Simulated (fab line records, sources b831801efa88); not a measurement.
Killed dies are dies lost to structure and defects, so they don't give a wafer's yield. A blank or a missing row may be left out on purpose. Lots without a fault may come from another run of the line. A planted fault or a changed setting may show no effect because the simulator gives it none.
Which tool did it? | flow gf180mcu | 12 lots, 36 wafers sampled, at 2 steps of a route of 602

WHAT THE GAUGES READ, wafer by wafer
GF_POLY_GATE_OVL_MEAS_11. Usual: POLY_GATE_OVL -5 nm, standard deviation 5.6.
lot  | measured     | on         | POLY_GATE_OVL (nm) | flag
L561 | day 10 15:49 | overlay-01 | -3 -3 -8           |
L562 | day 11 00:52 | overlay-01 | -5 -12 -9          |
L563 | day 11 05:40 | overlay-02 | -3 1 -2            |
L567 | day 12 19:50 | overlay-01 | -7 -5 0            |
L569 | day 12 20:11 | overlay-01 | 7 5 -5             |
L571 | day 13 06:37 | overlay-02 | -2 1 0             |
L573 | day 14 01:29 | overlay-01 | 2 -13 4            |
L575 | day 14 09:00 | overlay-02 | 3 -16 -2           |
L576 | day 14 12:34 | overlay-02 | -2 -7 -5           |
L577 | day 14 15:14 | overlay-01 | -10 -8 -7          |
L578 | day 15 03:31 | overlay-01 | -1 -5 2            |
L580 | day 15 19:16 | overlay-01 | -12 -3 -5          |

WHICH TOOL RAN EACH LOT (tool, then ch and the chambers of the sampled wafers, then the start)
lot  | GF_DUAL_GATE_STRIP_13
L561 | plasma_asher-03 ch 0, day 9 14:50
L562 | plasma_asher-02 ch 0,1, day 10 00:36
L563 | plasma_asher-04 ch 0,1, day 10 05:00
L567 | plasma_asher-03 ch 0,1, day 11 05:23
L569 | plasma_asher-02 ch 0,1, day 11 18:38
L571 | plasma_asher-03 ch 0,1, day 12 03:36
L573 | plasma_asher-04 ch 0,1, day 13 01:37
L575 | plasma_asher-03 ch 0,1, day 13 08:33
L576 | plasma_asher-04 ch 0,1, day 13 12:33
L577 | plasma_asher-04 ch 0,1, day 13 15:44
L578 | plasma_asher-02 ch 0,1, day 14 03:10
L580 | plasma_asher-03 ch 0,1, day 14 17:15
- GF_DUAL_GATE_STRIP_13: strips in O2/N2.

WHAT THE TOOLS THEMSELVES READ (means of the sampled wafers that have a number; where no wafer has one, the mark that the record gives instead)
GF_DUAL_GATE_STRIP_13. Usual: drypump_motor_current_A 5.90 A, standard deviation 0.13; heater_power_w 340 W, standard deviation 36; n2_flow_sccm 299.9 sccm, standard deviation 1; oes_product_au 0.716 a.u., standard deviation 0.0048; strip_time_to_endpoint_s 12.63 s, standard deviation 0.035.
lot  | tool            | drypump_motor_current_A (A) | heater_power_w (W) | n2_flow_sccm (sccm) | oes_product_au (a.u.) | strip_time_to_endpoint_s (s) | flag
L561 | plasma_asher-03 | 6.11                        | 325                | 300.2               | 0.715                 | 12.63                        |
L562 | plasma_asher-02 | 5.93                        | 321                | 301.0               | 0.714                 | 12.60                        |
L563 | plasma_asher-04 | 5.71                        | 335                | 300.6               | 0.714                 | 12.65                        |
L567 | plasma_asher-03 | 5.96                        | 346                | 299.8               | 0.713                 | 12.67                        |
L569 | plasma_asher-02 | 5.91                        | 319                | 298.8               | 0.716                 | 12.64                        |
L571 | plasma_asher-03 | 6.01                        | 341                | 298.8               | 0.713                 | 12.61                        |
L573 | plasma_asher-04 | 5.72                        | 341                | 299.7               | 0.719                 | 12.62                        |
L575 | plasma_asher-03 | 5.96                        | 343                | 299.9               | 0.715                 | 12.60                        |
L576 | plasma_asher-04 | 5.70                        | 338                | 301.3               | 0.715                 | 12.69                        |
L577 | plasma_asher-04 | 5.72                        | 342                | 299.7               | 0.714                 | 12.60                        |
L578 | plasma_asher-02 | 5.94                        | 357                | 300.4               | 0.718                 | 12.68                        |
L580 | plasma_asher-03 | 5.94                        | 340                | 301.0               | 0.717                 | 12.62                        |

THE ANSWER, worked out from the rows above alone
Rule: a lot is off if the mean of its wafers that have a number lies more than 3 standard deviations from the usual mean. A lot without any number at a reading at which 4 lots or more have one is off too. The other lots that the step has rows for count as sound. The gauges are gone through in route order, then the tools' own readings, and for those a lot's mean is taken as printed above. The first step at which some lot is off is used, and at that step the reading that is off furthest; a lot without a number counts as furthest.
No lot is off at any reading shown: from this, nothing can be told.

WHAT THE SIMULATOR HAD PUT IN
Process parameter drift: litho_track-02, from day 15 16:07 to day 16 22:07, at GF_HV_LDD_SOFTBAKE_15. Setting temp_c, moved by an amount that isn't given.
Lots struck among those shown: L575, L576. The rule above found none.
